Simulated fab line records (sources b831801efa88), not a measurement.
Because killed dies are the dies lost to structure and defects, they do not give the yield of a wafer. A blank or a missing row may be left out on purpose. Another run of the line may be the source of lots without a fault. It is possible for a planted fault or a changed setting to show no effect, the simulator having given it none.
A struck lot beside a sound one / flow gf180mcu / 15 out of 602 route steps
Sound: the wafers L434.3, L434.5, L434.6. Struck: wafers L449.1, L449.4, L449.5. At the end, the cause is stated.
Each step with rows lists, per side, the tool, then ch with its chambers, then its first start. Under that, the readings that differ: sound wafers / struck wafers / difference of the means / sigmas: that difference in standard deviations of wafers without a fault.
alike: readings with means less than 2 such deviations apart, plus words and numbers identical on both sides. not compared: withheld readings, readings lacking a value on some wafer, bounds such as >300 that could conceal the same value, and numbers that have no deviation in the record and whose values overlap.
The two part at a step that has a row with sigmas, a row that says differs or no value, or rows on one side only. Numbers that don't overlap but have no deviation are shown without sigmas and don't part them. A reading that every wafer of one side lacks parts them only if that side has two wafers or more.

first, 5 steps without rows for these wafers: GF_V5_COAT_09 (resist thk 1000 nm); GF_V5_SOFTBAKE_10 (time 60 s); GF_V5_EXPOSE_11 (exposes mask Via5, target cd 260 nm); GF_V5_PEB_12 (peb time 90 s); GF_V5_DEVELOP_13 (develop time 60 s).
GF_V5_CD_MEAS_14: the cd target is 260 nm.
  sound on cd-sem-02 at day 28 14:43; struck on cd-sem-02 at day 32 12:48
  alike: cd-nm
GF_V5_OVL_MEAS_15:
  sound on overlay-01 at day 28 14:49; struck on overlay-02 at day 32 12:55
  alike: V5_OVL
GF_V5_ETCH_16: etches BARC in N2/H2.
  sound on rie-diel-04 ch 1,2, day 28 14:50; struck on rie-diel-03 ch 1,2,3, day 32 12:58
  alike: bias-w, drypump-motor-current-A, oes-product-au, throttle-valve-pct
GF_V5_ETCH_17: etches SiO2 in C4F8/O2/Ar, stops on TiN, target depth 855 nm.
  sound on rie-diel-04 ch 1,2; struck on rie-diel-03 ch 1,2,3
  alike: bias-w, oes-product-au
GF_V5_STRIP_18: strips in O2/N2.
  sound on plasma-asher-02 ch 0,1, day 28 15:01; struck on plasma-asher-02 ch 0,1, day 32 13:07
  alike: drypump-motor-current-A, heater-power-w, o2-flow-sccm, oes-product-au
  not compared: rf-hours-counter-h
then, 2 steps without rows for these wafers: GF_V5_STRIP_19 (strips in post etch residue remover, time 1200 s); GF_V5_CLEAN_20 (cleans in DIW).
GF_V5_SPUTTER_21: material Ti, target thk 15 nm, time 80.02 s.
  sound on pvd-sputter-01 at day 28 15:34; struck on pvd-sputter-01 at day 32 13:39
reading=model.Ti_of_V5_SPUTTER_21.thk-nm (nm); sound=14.77 14.85 15.08; struck=17.85 17.78 17.76; difference=+2.90; sigmas=
  alike: throttle-valve-pct
GF_V5_SPUTTER_22: material TiN, target thk 10 nm, time 40 s.
  sound on pvd-sputter-01 at day 28 15:37; struck on pvd-sputter-01 at day 32 13:43
  alike: throttle-valve-pct
GF_PASSIVATION_PROBE_99:
  sound wafers here have rows in the record (prober-01, day 30 11:38); struck ones have none

## WHERE THEY PART
GF_PASSIVATION_PROBE_99 only, going by this record.

WHY: whatever the simulator had introduced
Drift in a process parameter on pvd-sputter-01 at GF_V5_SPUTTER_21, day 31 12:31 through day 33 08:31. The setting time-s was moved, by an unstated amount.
